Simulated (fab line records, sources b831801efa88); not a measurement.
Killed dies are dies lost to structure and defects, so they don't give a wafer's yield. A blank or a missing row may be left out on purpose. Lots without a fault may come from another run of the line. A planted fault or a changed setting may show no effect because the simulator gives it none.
A struck lot beside a sound one | flow sfq_line | 42 steps out of a route of 325
Sound: wafers L795.3, L795.4, L795.5. Struck: wafers L806.2, L806.6. (L806.4 of the same lot was not struck and is left out.) The cause comes at the end.
At each step with rows: each side's tool, then ch and its chambers, then its first start. Under that, the readings that differ: sound wafers | struck wafers | difference of the means | sigmas: that difference in standard deviations of wafers without a fault.
alike: readings whose means differ by less than 2 such deviations, and words and numbers that are the same on both sides. not compared: withheld readings, readings that some wafer has no value for, bounds like >300 that may hide the same value, and numbers for which the record gives no deviation and whose values overlap.
The two part at a step that has a row with sigmas, a row that says differs or no value, or rows on one side only. Numbers that don't overlap but have no deviation are shown without sigmas and don't part them. A reading that every wafer of one side lacks parts them only if that side has two wafers or more.

SFQ_L0_RS_MEAS_901: measures by four-point-probe.
  sound on film_metro-01, day 1 12:36; struck on film_metro-04, day 3 19:35
  alike: L0_MONX_KI_RS
SFQ_L0_THK_MEAS_902: measures by xrf.
  sound on film_metro-01, day 1 12:42; struck on film_metro-04, day 3 19:41
  alike: L0_MONX_KI_THK
then, 6 steps without rows for these wafers: SFQ_TRILAYER_L0_LITHO_COAT_010 (resist thk 62 nm); SFQ_TRILAYER_L0_LITHO_COAT_005 (resist thk 600 nm); SFQ_TRILAYER_L0_LITHO_SOFTBAKE_009; SFQ_TRILAYER_L0_LITHO_EXPOSE_006 (exposes mask L0, target cd 2000 nm); SFQ_TRILAYER_L0_LITHO_PEB_008 (peb time 60 s); SFQ_TRILAYER_L0_LITHO_DEVELOP_007 (time 60 s).
SFQ_TRILAYER_L0_BARC_OPEN_METAL_ETCH_010: etches BARC in O2, target depth 125 nm, time 41.7 s.
  sound on rie_metal-04 ch 1, day 3 04:05; struck on rie_metal-03 ch 1, day 5 12:27
  reading                     | sound          | struck    | difference | sigmas
  drypump_motor_current_A (A) | 6.06 6.10 6.09 | 6.59 6.60 | +0.51      | +2
  alike: oes_product_au, rf_fwd_power_W
  not compared: rf_hours_counter_h
then, 3 steps without rows for these wafers: SFQ_TRILAYER_L0_ETCH_METAL_ETCH_008 (etches MoNx KI in SF6/O2, stops on SiO2, target depth 50 nm, time 25 s); SFQ_TRILAYER_L0_STRIP_STRIP_009 (strips in O2); SFQ_TRILAYER_L0_STRIP_SOLV_CLEAN_010 (cleans in NMP, time 600 s).
SFQ_TRILAYER_L0_CAP_PECVD_011: deposits SiO2 from SiH4/N2O, time 13.333 s, target thk 60 nm.
  sound on pecvd-01 ch 1,2, day 3 05:40; struck on pecvd-03 ch 2, day 5 13:20
  reading                                             | sound             | struck      | difference | sigmas
  throttle_valve_pct (%)                              | 24.4 24.3 23.1    | 28.6 28.6   | +4.7       | +2
  model.SiO2_of_TRILAYER_L0_CAP_PECVD_011.thk_nm (nm) | 59.91 60.25 61.55 | 88.83 89.88 | +28.78     |
  alike: heater_power_w, rf_fwd_power_W
  not compared: since_wet_clean_h
then, 6 steps without rows for these wafers: SFQ_TRILAYER_L0_VIA_LITHO_COAT_018 (resist thk 62 nm); SFQ_TRILAYER_L0_VIA_LITHO_COAT_013 (resist thk 650 nm); SFQ_TRILAYER_L0_VIA_LITHO_SOFTBAKE_017; SFQ_TRILAYER_L0_VIA_LITHO_EXPOSE_014 (exposes mask L0V, target cd 700 nm); SFQ_TRILAYER_L0_VIA_LITHO_PEB_016 (peb time 60 s); SFQ_TRILAYER_L0_VIA_LITHO_DEVELOP_015 (time 60 s).
-- the record jumps here: 3 days lie between the struck wafers' starts before and after --
SFQ_L0V_OVL_MEAS_903:
  sound on overlay-02, day 5 15:40; struck on overlay-01, day 8 04:11
  alike: L0V_OVL
SFQ_TRILAYER_L0_VIA_BARC_OPEN_VIA_ETCH_021: etches BARC in O2, target depth 125 nm, time 41.7 s.
  sound on rie_diel-04 ch 0,2,3, day 5 15:42; struck on rie_diel-04 ch 2, day 8 04:13
  alike: drypump_motor_current_A, oes_product_au, rf_fwd_power_W
  not compared: rf_hours_counter_h
SFQ_TRILAYER_L0_VIA_ETCH_VIA_ETCH_016: etches SiO2 in CHF3, stops on MoNx KI, target depth 80 nm.
  sound on rie_diel-04 ch 0,2,3, day 5 15:44; struck on rie_diel-04 ch 2, day 8 04:16
  reading                         | sound             | struck      | difference | sigmas
  oes_product_au (a.u.)           | 0.836 0.845 0.854 | 0.991 0.994 | +0.147     | +19
  model.L0V.feature_depth_nm (nm) | 59.91 60.25 61.55 | 78.5 78.76  | +18.1      |
  model.etch.depth_nm (nm)        | 59.91 60.25 61.55 | 78.5 78.76  | +18.1      |
  alike: drypump_motor_current_A, rf_fwd_power_W
SFQ_TRILAYER_L0_VIA_STRIP_STRIP_017: strips in O2.
  sound on rie_metal-02 ch 0,1, day 5 15:59; struck on rie_metal-03 ch 0,1, day 8 04:18
  reading               | sound             | struck      | difference | sigmas
  oes_product_au (a.u.) | 1.003 0.996 0.993 | 0.975 0.978 | -0.021     | -2
  alike: drypump_motor_current_A
  not compared: rf_hours_counter_h
then, 1 step without rows for these wafers: SFQ_TRILAYER_L0_VIA_STRIP_SOLV_CLEAN_018 (cleans in NMP, time 600 s).
SFQ_TRILAYER_M0_DEP_PRE_CLEAN_020: time 15 s.
  sound on pvd_sputter-05, day 5 16:34; struck on pvd_sputter-04, day 8 05:05
  reading                                             | sound             | struck      | difference | sigmas
  model.SiO2_of_TRILAYER_L0_CAP_PECVD_011.thk_nm (nm) | 54.91 55.25 56.55 | 83.83 84.88 | +28.78     |
  alike: bias_v
then, 1 step without rows for these wafers: SFQ_TRILAYER_M0_DEP_SPUTTER_019 (material Nb, target thk 200 nm, time 133.3 s).
SFQ_M0_RS_MEAS_904: measures by four-point-probe.
  sound on film_metro-03, day 5 16:43; struck on film_metro-01, day 8 05:13
  alike: M0_NB_RS
then, 6 steps without rows for these wafers: SFQ_TRILAYER_M0_LITHO_COAT_026 (resist thk 62 nm); SFQ_TRILAYER_M0_LITHO_COAT_021 (resist thk 600 nm); SFQ_TRILAYER_M0_LITHO_SOFTBAKE_025; SFQ_TRILAYER_M0_LITHO_EXPOSE_022 (exposes mask M0, target cd 500 nm); SFQ_TRILAYER_M0_LITHO_PEB_024 (peb time 60 s); SFQ_TRILAYER_M0_LITHO_DEVELOP_023 (time 60 s).
-- the record jumps here: 3 days lie between the struck wafers' starts before and after --
SFQ_M0_OVL_MEAS_906:
  sound on overlay-01, day 8 08:59; struck on overlay-02, day 11 08:41
  alike: M0_OVL
SFQ_TRILAYER_M0_BARC_OPEN_METAL_ETCH_031: etches BARC in O2, target depth 125 nm, time 41.7 s.
  sound on rie_metal-02 ch 0,1, day 8 09:02; struck on rie_metal-02 ch 0,1, day 11 08:43
  alike: drypump_motor_current_A, oes_product_au, rf_fwd_power_W
  not compared: rf_hours_counter_h
SFQ_TRILAYER_M0_ETCH_METAL_ETCH_024: etches Nb in Cl2/Ar, stops on SiO2, target depth 240 nm, time 120 s.
  sound on rie_metal-02 ch 0,1, day 8 09:07; struck on rie_metal-02 ch 0,1, day 11 08:46
  alike: drypump_motor_current_A, oes_product_au, rf_fwd_power_W
  not compared: rf_hours_counter_h
then, 4 steps without rows for these wafers: SFQ_TRILAYER_M0_STRIP_STRIP_025 (strips in O2); SFQ_TRILAYER_M0_STRIP_SOLV_CLEAN_026 (cleans in NMP, time 600 s); SFQ_TRILAYER_I0_DEP_PECVD_027 (deposits SiO2 from SiH4/N2O, time 111.11 s, target thk 500 nm); SFQ_TRILAYER_I0_CMP_CMP_028 (polishes SiO2).
SFQ_I0_BOW_MEAS_907:
  sound on film_metro-03, day 8 16:29; struck on film_metro-01, day 11 21:34
  alike: I0_BOW
-- the record jumps here: 63 days lie between the struck wafers' starts before and after (it left off in module I0 and takes up again in module M8, whose first step shown is number 325 of the route) --
SFQ_M8_BOW_MEAS_951:
  sound on film_metro-03, day 68 03:21; struck on film_metro-04, day 74 09:49
  reading                  | sound             | struck      | difference | sigmas
  model.etest.l0v.link_ohm | 44.74 44.56 44.33 | 1e+06 1e+06 | +1e+06     |
  alike: M8_BOW

WHERE THEY PART
First at SFQ_TRILAYER_L0_BARC_OPEN_METAL_ETCH_010; last, within this record, at SFQ_TRILAYER_L0_VIA_STRIP_STRIP_017. Later steps at which nothing parts them and some readings are alike: SFQ_TRILAYER_M0_DEP_PRE_CLEAN_020, SFQ_M0_RS_MEAS_904, SFQ_M0_OVL_MEAS_906, SFQ_TRILAYER_M0_BARC_OPEN_METAL_ETCH_031, SFQ_TRILAYER_M0_ETCH_METAL_ETCH_024, SFQ_I0_BOW_MEAS_907, SFQ_M8_BOW_MEAS_951.

WHY: what the simulator had put in
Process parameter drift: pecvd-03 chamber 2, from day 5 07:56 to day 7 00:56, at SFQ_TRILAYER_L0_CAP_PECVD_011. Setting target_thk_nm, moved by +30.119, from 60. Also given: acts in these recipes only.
